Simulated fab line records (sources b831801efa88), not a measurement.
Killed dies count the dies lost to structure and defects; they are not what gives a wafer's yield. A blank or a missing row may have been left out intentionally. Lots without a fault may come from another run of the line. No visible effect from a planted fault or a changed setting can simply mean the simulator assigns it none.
Which of the tools did it? | flow gf180mcu | 42 wafers from 14 lots sampled at 3 of the route's 602 steps

== WHAT THE GAUGES READ, wafer by wafer ==
GF_VT_IMPLANT_RS_MEAS_46: measurement is done with a four-point probe. Usual: MVSD_RS gives 456.6 ohm/sq (standard deviation 1.1).
lot  | measured     | on            | MVSD_RS (ohm/sq)  | flag
L203 | day 7 13:43  | film metro-03 | 457.6 458.3 455.8 |
L205 | day 8 01:51  | film metro-04 | 456.2 453.7 455.6 |
L206 | day 8 09:31  | film metro-04 | 454.9 455.6 455.2 |
L207 | day 8 15:44  | film metro-01 | 455.8 456.3 456.4 |
L208 | day 8 22:44  | film metro-01 | 456.6 458.1 456.3 |
L211 | day 9 19:37  | film metro-01 | 456.5 457.7 455.4 |
L212 | day 10 01:45 | film metro-03 | 459.0 457.2 456.9 |
L214 | day 10 18:14 | film metro-03 | 456.1 457.2 459.2 |
L215 | day 10 22:37 | film metro-03 | 451.0 451.3 451.3 | OFF
L217 | day 11 09:30 | film metro-01 | 456.3 457.1 457.7 |
L220 | day 12 06:27 | film metro-03 | 450.2 451.6 450.5 | OFF
L224 | day 13 04:29 | film metro-03 | 456.0 457.5 456.7 |
L225 | day 13 12:40 | film metro-01 | 454.8 455.5 454.7 |
L226 | day 13 19:32 | film metro-01 | 455.8 455.6 455.2 |

GF_CONTACT_OVL_MEAS_15. Usual: CONTACT_OVL gives 2 nm (standard deviation 5.3).
lot  | measured     | on         | CONTACT_OVL (nm) | flag
L203 | day 15 19:35 | overlay-02 | 5 5 10           |
L205 | day 16 08:15 | overlay-02 | 3 6 3            |
L206 | day 17 00:53 | overlay-02 | -8 -5 3          |
L207 | day 17 08:28 | overlay-01 | 7 9 4            |
L208 | day 17 21:35 | overlay-02 | -2 3 -1          |
L211 | day 19 12:48 | overlay-02 | -5 -1 2          |
L212 | day 19 21:19 | overlay-01 | 9 10 9           |
L214 | day 20 21:32 | overlay-02 | 8 1 0            |
L215 | day 20 22:26 | overlay-02 | 8 3 7            |
L217 | day 21 19:11 | overlay-02 | 0 4 -5           |
L220 | day 22 11:56 | overlay-02 | 6 2 3            |
L224 | day 23 11:18 | overlay-02 | 5 3 7            |
L225 | day 23 19:19 | overlay-01 | -1 7 1           |
L226 | day 24 04:04 | overlay-02 | -1 9 3           |

== WHICH TOOL RAN EACH LOT (tool, then ch and the chambers of the sampled wafers, then the start) ==
lot  | GF_MVSD_IMPLANT_09
L203 | implanter-02 ch 0, day 4 10:10
L205 | implanter-02 ch 0, day 4 20:59
L206 | implanter-04 ch 0, day 5 02:52
L207 | implanter-02 ch 0, day 5 08:18
L208 | implanter-03 ch 0, day 5 15:47
L211 | implanter-03 ch 0, day 6 07:58
L212 | implanter-02 ch 0, day 6 15:33
L214 | implanter-03 ch 0, day 7 05:22
L215 | implanter-03 ch 0, day 7 09:46
L217 | implanter-04 ch 0, day 7 19:34
L220 | implanter-03 ch 0, day 8 15:03
L224 | implanter-02 ch 0, day 9 11:59
L225 | implanter-02 ch 0, day 9 18:16
L226 | implanter-04 ch 0, day 10 00:36
- GF_MVSD_IMPLANT_09

== AS READ BY THE TOOLS THEMSELVES (means over the sampled wafers that have a number; for cases with no such wafer, the mark the record gives instead) ==
GF_MVSD_IMPLANT_09. Usual: dose ions cm2 5e+12, standard deviation 5.1e+09; faraday current uA 28.2, standard deviation 0.59.
lot  | tool         | dose ions cm2 | faraday current uA | flag
L203 | implanter-02 | 5e+12         | 28.4               |
L205 | implanter-02 | 5e+12         | 27.9               |
L206 | implanter-04 | 5e+12         | 28.6               |
L207 | implanter-02 | 5e+12         | 28.3               |
L208 | implanter-03 | 5e+12         | 27.8               |
L211 | implanter-03 | 5e+12         | 28.6               |
L212 | implanter-02 | 5e+12         | 28.0               |
L214 | implanter-03 | 5e+12         | 28.4               |
L215 | implanter-03 | 6e+12         | 31.1               | OFF
L217 | implanter-04 | 5e+12         | 28.2               |
L220 | implanter-03 | 6e+12         | 31.2               | OFF
L224 | implanter-02 | 5e+12         | 28.7               |
L225 | implanter-02 | 5e+12         | 28.3               |
L226 | implanter-04 | 5e+12         | 28.0               |

== THE ANSWER, worked out from the rows above alone ==
Rule: a lot counts as off when the mean over its wafers that have a number is more than 3 standard deviations away from the usual mean. A lot without any number at a reading at which 4 lots or more have one is off too. The other lots that the step has rows for count as sound. After the gauges, taken in route order, come the tools' own readings; for these a lot's mean is taken, as printed above. The first step at which some lot is off is used, and at that step the reading that is off furthest; a lot without a number counts as furthest.
Off: L215, L220, seen at GF_VT_IMPLANT_RS_MEAS_46 (MVSD_RS).
If a tool, at a process step before that reading, ran all the lots that are off and no sound lot after the first of them, it fits. The gauges at GF_VT_IMPLANT_RS_MEAS_46 aren't tried: what is off there is off at GF_MVSD_IMPLANT_09 too, on other tools, and a gauge's error can't cause that. One candidate fits, namely implanter-03 at GF_MVSD_IMPLANT_09. Its last sound lot is L214 (day 7 05:22), its first lot that is off L215 (day 7 09:46): a fault that began between those two fits.
The tool's own readings at GF_MVSD_IMPLANT_09 bear it out: on the lots that are off they differ by more than 5 times the standard deviation of the sound lots' means. dose ions cm2 reads 6e+12 there against 5e+12 on the sound lots; faraday current uA reads 31.1 there against 28.3 on the sound lots.

== WHAT HAD BEEN PUT IN BY THE SIMULATOR ==
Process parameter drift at GF_MVSD_IMPLANT_09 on implanter-03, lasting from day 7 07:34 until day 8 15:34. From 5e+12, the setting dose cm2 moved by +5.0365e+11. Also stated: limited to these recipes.
Lots struck among those shown: L215, L220. Same finding as the rule above.
